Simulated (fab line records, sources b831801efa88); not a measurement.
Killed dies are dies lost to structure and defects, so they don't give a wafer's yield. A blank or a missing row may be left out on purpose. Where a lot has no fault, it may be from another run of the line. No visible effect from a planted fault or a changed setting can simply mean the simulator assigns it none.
A lot that was struck, set against a sound lot | flow sfq line | 13 steps out of a route of 325
Sound: the wafers L641.1, L641.3, L641.5. Struck: wafer L646.6. (L646.1, L646.4 of the same lot were not struck and are left out.) The cause comes at the end.
Per side, at each step with rows, come the tool, then ch with its chambers, and then its first start. Under that, the readings that differ: sound wafers | struck wafers | difference of the means | sigmas: that difference in standard deviations of wafers without a fault.
alike: readings whose means differ by less than 2 such deviations, and words and numbers that are the same on both sides. not compared: withheld readings, readings that some wafer has no value for, bounds like >300 that may hide the same value, and numbers for which the record gives no deviation and whose values overlap.
Wherever a step has rows on one side only, a row that says differs or no value, or a row with sigmas, the two part there. When numbers do not overlap yet have no deviation, they are printed without sigmas and do not part them. A reading that every wafer of one side lacks parts them only if that side has two wafers or more.

first, 1 step without rows for these wafers: SFQ_TRILAYER_M4_DEP_PRE_CLEAN_092 (time 22.5 s).
SFQ_TRILAYER_M4_DEP_SPUTTER_091: material Nb, target thk 200 nm, time 133.3 s.
  sound on pvd sputter-05 at day 41 01:10; struck on pvd sputter-05 at day 42 19:39
  alike: throttle valve pct
SFQ_M4_RS_MEAS_924: uses a four-point probe to measure.
  sound on film metro-03 at day 41 01:15; struck on film metro-01 at day 42 19:44
  alike: M4_NB_RS
then, 6 steps without rows for these wafers: SFQ_TRILAYER_M4_LITHO_COAT_098 (resist thk 62 nm); SFQ_TRILAYER_M4_LITHO_COAT_093 (resist thk 600 nm); SFQ_TRILAYER_M4_LITHO_SOFTBAKE_097; SFQ_TRILAYER_M4_LITHO_EXPOSE_094 (exposes mask M4, target cd 500 nm); SFQ_TRILAYER_M4_LITHO_PEB_096 (peb time 60 s); SFQ_TRILAYER_M4_LITHO_DEVELOP_095 (time 60 s).
-- the record jumps here: 6 days lie between the struck wafers' starts before and after --
SFQ_M4_OVL_MEAS_926:
  sound on overlay-01 at day 47 09:05; struck on overlay-01 at day 49 01:53
  alike: M4_OVL
SFQ_TRILAYER_M4_BARC_OPEN_METAL_ETCH_123: etches BARC in O2, target depth 125 nm, time 41.7 s.
  sound on rie metal-02 ch 0,1, day 47 09:07; struck on rie metal-04 ch 0, day 49 01:55
  alike: drypump motor current A, oes product au
  not compared: rf hours counter h
SFQ_TRILAYER_M4_ETCH_METAL_ETCH_096: etches Nb in Cl2/Ar, stops on SiO2, target depth 240 nm, time 120 s.
  sound on rie metal-02 ch 0,1, day 47 09:11; struck on rie metal-04 ch 0, day 49 01:59
  reading                                             | sound             | struck | difference | sigmas
  model.KrF_of_TRILAYER_M4_LITHO_COAT_093.thk nm (nm) | 385.2 384.3 386.1 | 320.3  | -64.9      |
  model.SiO2_of_TRILAYER_I3_DEP_PECVD_081.thk nm (nm) | 194.1 193.1 192.9 | 182    | -11        |
  model.M4.feature depth nm (nm)                      | 200.2 202.7 200.8 | 210.9  | +9.7       |
  alike: drypump motor current A, oes product au
  not compared: rf hours counter h
SFQ_TRILAYER_M4_STRIP_STRIP_097: strips in O2.
  sound on rie metal-02 ch 0,1, day 47 09:18; struck on rie metal-04 ch 0, day 49 02:06
  alike: drypump motor current A, oes product au
  not compared: rf hours counter h

== WHERE THEY PART ==
Nowhere in this record.

WHY: what the simulator had put in
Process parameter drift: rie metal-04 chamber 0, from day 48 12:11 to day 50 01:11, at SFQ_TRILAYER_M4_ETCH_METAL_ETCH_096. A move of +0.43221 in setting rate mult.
